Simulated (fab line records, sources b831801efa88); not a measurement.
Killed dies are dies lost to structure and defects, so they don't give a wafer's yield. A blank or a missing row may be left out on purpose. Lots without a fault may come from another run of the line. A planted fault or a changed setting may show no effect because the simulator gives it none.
Chamber matching | flow gf180mcu | GF_V1_CVD_02 on pecvd-03: 3 sister chambers
The step deposits SiO2 from TEOS, target thk 850 nm, time 94.851 s. 6 wafers are shown with their chamber, then 7 later ones without.

WAFERS WITH THEIR CHAMBER
wafer  | chamber | heater_power_w (W)
L638.6 | 0       | 612
L647.1 | 2       | 613
L647.5 | 2       | 638
L647.6 | 1       | 720
L649.1 | 1       | 689
L649.3 | 0       | 601

WAFERS WITHOUT THEIR CHAMBER
wafer  | heater_power_w (W)
L649.4 | 503
L650.2 | 624
L650.3 | 598
L650.6 | 632
L655.1 | 729
L655.2 | 600
L655.3 | 600

WHICH CHAMBER EACH WENT THROUGH
wafer  | from the rows above     | in truth
L649.4 | can't be placed: 0 or 2 | 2
L650.2 | can't be placed: 2 or 0 | 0
L650.3 | can't be placed: 0 or 2 | 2
L650.6 | can't be placed: 2 or 0 | 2
L655.1 | 1                       | 1
L655.2 | can't be placed: 0 or 2 | 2
L655.3 | can't be placed: 0 or 2 | 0
Placed correctly: 1 of 7. Can't be placed from these rows: 6 (the true chamber is among the candidates in 6). Placed wrongly: 0.
How it was worked out, from the rows above alone: a wafer's distance from a chamber is the root of the sum, over the readings, of the square of ((its reading less the chamber's mean) divided by the reading's scatter). The wafer belongs to the nearest chamber; if the next one is less than 2 further off, it can't be placed. A chamber's mean is the mean of its shown wafers. The scatter: the root of (the sum of the squares of (reading less its chamber's mean) over the shown wafers, divided by (wafers less chambers)).
